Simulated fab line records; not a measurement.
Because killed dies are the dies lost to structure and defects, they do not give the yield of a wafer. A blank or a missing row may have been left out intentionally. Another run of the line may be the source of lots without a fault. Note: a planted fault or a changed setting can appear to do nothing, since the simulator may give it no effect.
A lot that was struck, set against a sound lot | flow sky130 | 16 out of 708 route steps
Sound: wafers L486.1, L486.2, L486.3. Struck: wafer L479.6 (L479.1, L479.4, from the same lot, were not struck and are left out); the cause is given at the end.
Per side, at each step with rows, come the tool, then ch with its chambers, and then its first start. Under that, the readings that differ: sound wafers | struck wafers | difference of the means | sigmas: that difference in standard deviations of wafers without a fault.
alike: a reading whose means differ by less than 2 such deviations, as well as words and numbers matching on both sides. not compared: withheld readings; readings where some wafer has no value; bounds like >300 that might hide an equal value; numbers whose values overlap and for which the record gives no deviation.
A row with sigmas, a row that says differs or no value, or rows on one side alone: a step with any of these is where the two part. Numbers that have no deviation but don't overlap get no sigmas and don't part them. A reading that every wafer of one side lacks parts them only if that side has two wafers or more.

first, 9 steps without rows for these wafers: SKY_CAP2M_CLEAN_17 (cleans in O3/DIW); SKY_METAL4_DEHYDRATE_05 (time 60 s); SKY_METAL4_HMDS_06 (prime time 60 s); SKY_METAL4_COAT_07 (resist thk 60 nm); SKY_METAL4_COAT_08 (resist thk 1140 nm); SKY_METAL4_SOFTBAKE_09 (time 90 s); SKY_METAL4_EXPOSE_10 (exposes mask MM4, target cd 300 nm); SKY_METAL4_PEB_11; SKY_METAL4_DEVELOP_12 (develop time 60 s).
SKY_METAL4_CD_MEAS_13 targets a cd of 300 nm.
  sound on cd-sem-01, day 45 08:29; struck on cd-sem-01, day 43 23:31
  alike: cd-nm
SKY_METAL4_OVL_MEAS_14:
  sound on overlay-02, day 45 08:36; struck on overlay-01, day 43 23:38
  alike: METAL4_OVL
SKY_METAL4_DESCUM_15: chemistry O2, time 8 s.
  sound on rie-metal-02 ch 0,1, day 45 08:38; struck on rie-metal-01 ch 0, day 43 23:40
  alike: drypump-motor-current-A, oes-product-au
  not compared: rf-hours-counter-h
SKY_METAL4_ETCH_16: etches BARC in N2/H2, stops on SiO2, time 88.2 s, target depth 60 nm.
  sound on rie-metal-02 ch 0,1, day 45 08:40; struck on rie-metal-01 ch 0, day 43 23:42
  reading                                       | sound             | struck | difference | sigmas
  oes-product-au (a.u.)                         | 0.621 0.631 0.620 | 0.832  | +0.208     | +46
  run-length-s (s)                              | 119.4 120.3 119.4 | 90.3   | -29.4      | -31
  model.KrF-thick_of_METAL4_COAT_08.thk-nm (nm) | 1069 1077 1071    | 1094   | +22        |
  model.METAL4.cd-nm (nm)                       | 298 298.1 298.2   | 305    | +7         |
  alike: drypump-motor-current-A, h2-flow-sccm, throttle-valve-pct
  not compared: rf-hours-counter-h
SKY_METAL4_ETCH_17: etches SiO2 in C4F8/O2/Ar, stops on TiN, time 3.9 s, target depth 15 nm.
  sound on rie-diel-01 ch 0,1,3, day 45 08:48; struck on rie-diel-04 ch 0, day 43 23:48
  reading                 | sound           | struck | difference | sigmas
  model.METAL4.cd-nm (nm) | 298 298.2 298.2 | 305    | +7         |
  alike: oes-product-au
  not compared: rf-hours-counter-h
SKY_METAL4_METAL_ETCH_18: etches the open film in Cl2/BCl3, stops on SiO2, target depth 845 nm, time 183.1 s.
  sound on rie-metal-03 ch 0,1, day 45 08:49; struck on rie-metal-02 ch 0, day 43 23:49
  alike: drypump-motor-current-A, oes-product-au, run-length-s, throttle-valve-pct
  not compared: rf-hours-counter-h
-- the record jumps here: 4 days lie between the struck wafers' starts before and after (it left off in module METAL4 and takes up again in module PAD_OPEN, whose first step shown is number 708 of the route) --
SKY_PAD_OPEN_PROBE_99:
  record: rows for the struck wafers here (prober-02, day 47 17:44), none for the sound ones

WHERE THEY PART
At SKY_METAL4_ETCH_16 first; at SKY_PAD_OPEN_PROBE_99 last (within this record only).

WHY: what the simulator had put in
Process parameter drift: rie-metal-01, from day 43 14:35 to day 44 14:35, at SKY_METAL4_ETCH_16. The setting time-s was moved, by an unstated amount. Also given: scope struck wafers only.
